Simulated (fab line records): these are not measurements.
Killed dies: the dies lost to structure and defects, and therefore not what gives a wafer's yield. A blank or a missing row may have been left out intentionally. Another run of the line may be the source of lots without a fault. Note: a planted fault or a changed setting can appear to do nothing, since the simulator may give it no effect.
fab line records + flow sky130 + part 2 of 2: steps 29 to 37 of 37
[record]
- lots = 5
- wafers = 15
- lastDay = 49
route steps=708 shown METAL5@661 PASSIVATION@681 PAD_OPEN@694
lots with no fault: from the same line, run without faults
startH: the number of hours between the record's first day and the start of the first shown wafer of the lot + waitH: hours since the lot's step before + " identical to the entry in the row above + L1.1+2: a row that stands for several wafers + - either no value or no given start + * or withheld: withheld + < > ~ a bound
route shown NAME@n: names a module that has steps shown in the file, with the first one's number in the route + usual: mean/standard deviation taken from wafers without a fault + same: alike in all rows + chamber/n: place in a boat + sites: per-site readings + _std_site: how widely they spread, as a standard deviation + _edge_site: inner sites' mean taken away from outer sites' mean + radiusMm: for every site, how far away it sits from the centre of the wafer + mask NAME#n: copy n + behind: tool/chamber where the wafer was last shaped + hold: why the lot was held/for how many hours/how that ended + device: the n, p or np transistor that did not switch + end of line: the same wafers' tests at the end of the route + a step without rows: its recipe alone + killed: not the wafer's yield, but the dies lost to structure and defects at the first sort + map: per-die view of a wafer (x killed, . not killed, _ where there is no die)
set.NAME: the setting that was run; set.NAME@STEP: the one run at that earlier step + model.NAME: the simulator's own value behind a step, which no gauge read
a table for each step, a row for each wafer; lots at some steps of the route
services: the hour from which a tool's chamber was out of use, counted from the record's first day as startH (under 0 if before that day), plus the number of hours and why
[[steps]]
[step SKY_PASSIVATION_EXPOSE_08]
[recipe]
- maskId = NSM
- targetCdNm = 3000
- na = 0.57
- doseMj = 260
| lot.wafer  | tool            | chamber | startH | waitH | mask  |
|------------|-----------------|---------|--------|-------|-------|
| L076.1+2+6 | ilineStepper-01 | 0       | -      | -     | NSM#0 |
| L080.3+4+5 | ilineStepper-02 | 0       | -      | -     | NSM#0 |
| L084.1+4+5 | ilineStepper-02 | 0       | -      | -     | NSM#0 |
| L083.2+4+6 | ilineStepper-02 | 0       | -      | -     | NSM#0 |
| L094.1+2+5 | ilineStepper-02 | 0       | -      | -     | NSM#0 |
[step SKY_PASSIVATION_PEB_09]
[recipe]
- tempC = 115
- timeS = withheld
[usual]
- plateTempC = 115.03/0.15
| lot.wafer | tool          | chamber | startH | waitH | plateTempC |
|-----------|---------------|---------|--------|-------|------------|
| L076.1    | lithoTrack-03 | 0       | -      | -     | 115.01     |
| L076.2    | "             | 0       | "      | "     | 115.02     |
| L076.6    | "             | 0       | "      | "     | 114.98     |
| L080.3    | lithoTrack-03 | 0       | -      | -     | 115.07     |
| L080.4    | "             | 0       | "      | "     | 115.08     |
| L080.5    | "             | 0       | "      | "     | 115.05     |
| L084.1    | lithoTrack-01 | 0       | -      | -     | 114.78     |
| L084.4    | "             | 0       | "      | "     | 114.65     |
| L084.5    | "             | 0       | "      | "     | 114.76     |
| L083.2    | lithoTrack-04 | 0       | -      | -     | 115.19     |
| L083.4    | "             | 0       | "      | "     | 115.01     |
| L083.6    | "             | 0       | "      | "     | 115.11     |
| L094.1    | lithoTrack-04 | 0       | -      | -     | 114.86     |
| L094.2    | "             | 0       | "      | "     | 114.96     |
| L094.5    | "             | 0       | "      | "     | 115.07     |
[step SKY_PASSIVATION_DEVELOP_10]
[recipe]
- developTimeS = 60
- devTempC = 23
| lot.wafer  | tool          | chamber | startH | waitH |
|------------|---------------|---------|--------|-------|
| L076.1+2+6 | lithoTrack-03 | 0       | -      | -     |
| L080.3+4+5 | lithoTrack-03 | 0       | -      | -     |
| L084.1+4+5 | lithoTrack-01 | 0       | -      | -     |
| L083.2+4+6 | lithoTrack-04 | 0       | -      | -     |
| L094.1+2+5 | lithoTrack-04 | 0       | -      | -     |
[step SKY_PASSIVATION_ETCH_11]
[recipe]
- chemistry = CF4/O2
- targetDepthNm = 725
- stopOn = AlCu
- sourceW = 800
- biasW = 150
- pressureMtorr = 150
- cf4FlowSccm = 80
- O2_flow_sccm = 10
- timeS = 161.1
[usual]
- O2_flow_sccm = 9.999/0.028
- biasW = 150.0/0.51
- drypumpMotorCurrentA = 5.8/0.35
- oesProductAu = 0.978/0.0071
- rfFwdPowerW = 796.6/2.5
- throttleValvePct = 5.964/0.0094
| lot.wafer | tool       | chamber | startH  | waitH | O2_flow_sccm | biasW | drypumpMotorCurrentA | oesProductAu | rfFwdPowerW | rfHoursCounterH | throttleValvePct |
|-----------|------------|---------|---------|-------|--------------|-------|----------------------|--------------|-------------|-----------------|------------------|
| L076.1    | rieDiel-01 | 2       | 1058.16 | -     | 10.026       | 149.8 | 6.1                  | 0.986        | 795.4       | 8               | 5.964            |
| L076.2    | "          | 3       | "       | "     | 9.949        | 150.1 | 5.3                  | 0.985        | 796.8       | 26              | 5.963            |
| L076.6    | "          | 2       | "       | "     | 10.024       | 149.9 | 6.1                  | 0.998        | 796.2       | -               | 5.991            |
| L080.3    | rieDiel-02 | 2       | 1084.61 | -     | 10.003       | 150.8 | 6.4                  | 0.975        | 795.0       | 24              | 5.954            |
| L080.4    | "          | 3       | "       | "     | 10.012       | 150.4 | 5.7                  | 0.993        | 794.8       | 13              | 5.967            |
| L080.5    | "          | 0       | "       | "     | 9.983        | 150.0 | 5.2                  | 0.970        | 796.5       | -               | 5.965            |
| L084.1    | rieDiel-02 | 2       | 1122.41 | -     | 9.979        | 150.2 | 6.5                  | 0.978        | 796.3       | 25              | 5.961            |
| L084.4    | "          | 0       | "       | "     | 10.016       | 149.7 | 5.2                  | 0.981        | 798.0       | 4               | 5.973            |
| L084.5    | "          | 1       | "       | "     | 10.018       | 151.2 | 5.7                  | 0.981        | 791.2       | -               | 5.978            |
| L083.2    | rieDiel-01 | 3       | 1123.56 | -     | 9.940        | 150.3 | 5.3                  | 0.962        | 800.3       | 29              | 5.964            |
| L083.4    | "          | 2       | "       | "     | 9.974        | 150.6 | 6.1                  | 0.986        | 795.0       | 11              | 5.964            |
| L083.6    | "          | 1       | "       | "     | 10.063       | 149.6 | 5.8                  | 0.986        | 799.3       | -               | 5.968            |
| L094.1    | rieDiel-04 | 0       | 1164.01 | -     | 10.001       | 150.0 | 5.7                  | 0.977        | 795.9       | 11              | 5.978            |
| L094.2    | "          | 3       | "       | "     | 9.988        | 149.0 | 5.6                  | 0.979        | 797.1       | 8               | 5.956            |
| L094.5    | "          | 1       | "       | "     | 10.013       | 150.8 | 6.1                  | 0.988        | 795.3       | -               | 5.986            |
[step SKY_PASSIVATION_STRIP_12]
[recipe]
- chemistry = O2/N2
- powerW = 1400
- pressureMtorr = 1500
- platenTempC = withheld
- overashFraction = 0.7
- o2FlowSccm = 3000
- n2FlowSccm = 300
[usual]
- drypumpMotorCurrentA = 5.4/0.42
- n2FlowSccm = 300.0/0.9
- oesProductAu = 0.661/0.0044
- stripTimeToEndpointS = 31.45/0.14
| lot.wafer | tool           | chamber | startH  | waitH | drypumpMotorCurrentA | n2FlowSccm | oesProductAu | rfHoursCounterH | stripTimeToEndpointS |
|-----------|----------------|---------|---------|-------|----------------------|------------|--------------|-----------------|----------------------|
| L076.1    | plasmaAsher-04 | 1       | 1058.27 | 0.1   | 4.7                  | 299.7      | 0.657        | 94              | 31.39                |
| L076.2    | "              | 0       | "       | "     | 5.2                  | 300.2      | 0.661        | 94              | 31.51                |
| L076.6    | "              | 1       | "       | "     | 4.7                  | 299.4      | 0.654        | -               | 31.29                |
| L080.3    | plasmaAsher-01 | 0       | 1084.75 | 0.1   | 5.4                  | 297.9      | 0.660        | -               | 31.52                |
| L080.4    | "              | 1       | "       | "     | 6.0                  | 298.9      | 0.665        | -               | 31.49                |
| L080.5    | "              | 0       | "       | "     | 5.4                  | 299.5      | 0.656        | -               | 31.65                |
| L084.1    | plasmaAsher-04 | 0       | 1122.52 | 0.1   | 5.2                  | 300.6      | 0.660        | 100             | 31.50                |
| L084.4    | "              | 1       | "       | "     | 4.7                  | 299.8      | 0.661        | -               | 31.59                |
| L084.5    | "              | 0       | "       | "     | 5.2                  | 301.1      | 0.665        | -               | 31.32                |
| L083.2    | plasmaAsher-04 | 1       | 1123.67 | 0.1   | 4.7                  | 301.3      | 0.660        | 101             | 31.52                |
| L083.4    | "              | 1       | "       | "     | 4.7                  | 299.8      | 0.670        | -               | 31.48                |
| L083.6    | "              | 1       | "       | "     | 4.7                  | 299.5      | 0.663        | -               | 31.51                |
| L094.1    | plasmaAsher-01 | 1       | 1164.12 | 0.1   | 6.0                  | 300.1      | 0.652        | 41              | 31.33                |
| L094.2    | "              | 0       | "       | "     | 5.5                  | 299.3      | 0.657        | 41              | 31.13                |
| L094.5    | "              | 1       | "       | "     | 6.0                  | 300.4      | 0.662        | -               | 31.29                |
[step SKY_PAD_OPEN_DEHYDRATE_00]
[recipe]
- tempC = 200
- timeS = 60
[usual]
- plateTempC = 200.02/0.19
| lot.wafer | tool          | chamber | startH  | waitH | plateTempC |
|-----------|---------------|---------|---------|-------|------------|
| L076.1    | lithoTrack-02 | 0       | 1068.31 | 10.0  | 200.07     |
| L076.2    | "             | 0       | "       | "     | 199.89     |
| L076.6    | "             | 0       | "       | "     | 200.38     |
| L080.3    | lithoTrack-01 | 0       | 1094.46 | 9.7   | 200.28     |
| L080.4    | "             | 0       | "       | "     | 200.40     |
| L080.5    | "             | 0       | "       | "     | 200.48     |
| L084.1    | lithoTrack-04 | 0       | 1131.76 | 9.2   | 200.29     |
| L084.4    | "             | 0       | "       | "     | 200.18     |
| L084.5    | "             | 0       | "       | "     | 199.81     |
| L083.2    | lithoTrack-01 | 0       | 1132.73 | 9.0   | 199.93     |
| L083.4    | "             | 0       | "       | "     | 200.22     |
| L083.6    | "             | 0       | "       | "     | 200.33     |
| L094.1    | lithoTrack-04 | 0       | 1171.86 | 7.7   | 199.85     |
| L094.2    | "             | 0       | "       | "     | 200.09     |
| L094.5    | "             | 0       | "       | "     | 199.72     |
[step SKY_PAD_OPEN_HMDS_01]
[recipe]
- primeTimeS = 60
- primeTempC = 120
| lot.wafer  | tool          | chamber | startH  | waitH |
|------------|---------------|---------|---------|-------|
| L076.1+2+6 | lithoTrack-02 | 0       | 1068.46 | 0.1   |
| L080.3+4+5 | lithoTrack-01 | 0       | 1094.61 | 0.1   |
| L084.1+4+5 | lithoTrack-04 | 0       | 1131.91 | 0.1   |
| L083.2+4+6 | lithoTrack-01 | 0       | 1132.88 | 0.1   |
| L094.1+2+5 | lithoTrack-04 | 0       | 1172.01 | 0.1   |
[step SKY_PAD_OPEN_COAT_02]
[recipe]
- spinRpm = 2000
- resistThkNm = 3000
| lot.wafer  | tool          | chamber | startH  | waitH |
|------------|---------------|---------|---------|-------|
| L076.1+2+6 | lithoTrack-02 | 0       | 1068.61 | 0.1   |
| L080.3+4+5 | lithoTrack-01 | 0       | 1094.76 | 0.1   |
| L084.1+4+5 | lithoTrack-04 | 0       | 1132.06 | 0.1   |
| L083.2+4+6 | lithoTrack-01 | 0       | 1133.03 | 0.1   |
| L094.1+2+5 | lithoTrack-04 | 0       | 1172.16 | 0.1   |
[step SKY_PAD_OPEN_SOFTBAKE_03]
[recipe]
- tempC = 110
- timeS = withheld
[usual]
- plateTempC = 109.99/0.12
| lot.wafer | tool          | chamber | startH  | waitH | plateTempC |
|-----------|---------------|---------|---------|-------|------------|
| L076.1    | lithoTrack-02 | 0       | 1068.76 | 0.1   | 110.09     |
| L076.2    | "             | 0       | "       | "     | 109.81     |
| L076.6    | "             | 0       | "       | "     | 109.87     |
| L080.3    | lithoTrack-01 | 0       | 1094.93 | 0.1   | 110.07     |
| L080.4    | "             | 0       | "       | "     | 109.85     |
| L080.5    | "             | 0       | "       | "     | 109.93     |
| L084.1    | lithoTrack-04 | 0       | 1132.21 | 0.1   | 110.22     |
| L084.4    | "             | 0       | "       | "     | 110.26     |
| L084.5    | "             | 0       | "       | "     | 109.92     |
| L083.2    | lithoTrack-01 | 0       | 1133.19 | 0.1   | 109.96     |
| L083.4    | "             | 0       | "       | "     | 109.86     |
| L083.6    | "             | 0       | "       | "     | 109.93     |
| L094.1    | lithoTrack-04 | 0       | 1172.31 | 0.1   | 110.04     |
| L094.2    | "             | 0       | "       | "     | 110.24     |
| L094.5    | "             | 0       | "       | "     | 110.20     |
[[services]]
| tool            | chamber | startH  | hours | kind   |
|-----------------|---------|---------|-------|--------|
| rieMetal-04     | 1       | 989.51  | 25.2  | repair |
| rieDiel-01      | 0       | 993.26  | 65.1  | repair |
| pecvd-03        | 1       | 999.80  | 4.8   | repair |
| wetBench-04     | -       | 1008.75 | 1.9   | pm     |
| ilineStepper-02 | -       | 1009.67 | 1.7   | pm     |
| rieDiel-01      | 3       | 1014.69 | 4.4   | repair |
| plasmaAsher-03  | -       | 1015.61 | 2.8   | pm     |
| pecvd-02        | 1       | 1032.40 | 1.9   | repair |
| rieMetal-04     | 0       | 1035.71 | 12.6  | repair |
| rieMetal-01     | -       | 1041.07 | 1.4   | pm     |
| plasmaAsher-01  | -       | 1041.87 | 2.8   | pm     |
| plasmaAsher-03  | -       | 1053.02 | 14.6  | pm     |
| plasmaAsher-03  | -       | 1067.62 | 9.0   | pm     |
| pecvd-02        | -       | 1079.16 | 0.4   | repair |
| pecvd-02        | -       | 1080.93 | 5.5   | pm     |
| ilineStepper-02 | -       | 1087.74 | 7.5   | repair |
| plasmaAsher-03  | -       | 1126.39 | 1.3   | repair |
| wetBench-04     | -       | 1127.58 | 1.3   | repair |
| rieMetal-04     | -       | 1134.20 | 2.8   | pm     |
| plasmaAsher-01  | -       | 1137.82 | 4.0   | repair |
| pecvd-03        | 1       | 1144.44 | 8.3   | repair |
| pecvd-02        | 2       | 1150.34 | 2.2   | repair |
| ilineStepper-01 | -       | 1151.77 | 1.7   | pm     |
| pvdSputter-02   | -       | 1153.58 | 1.0   | repair |
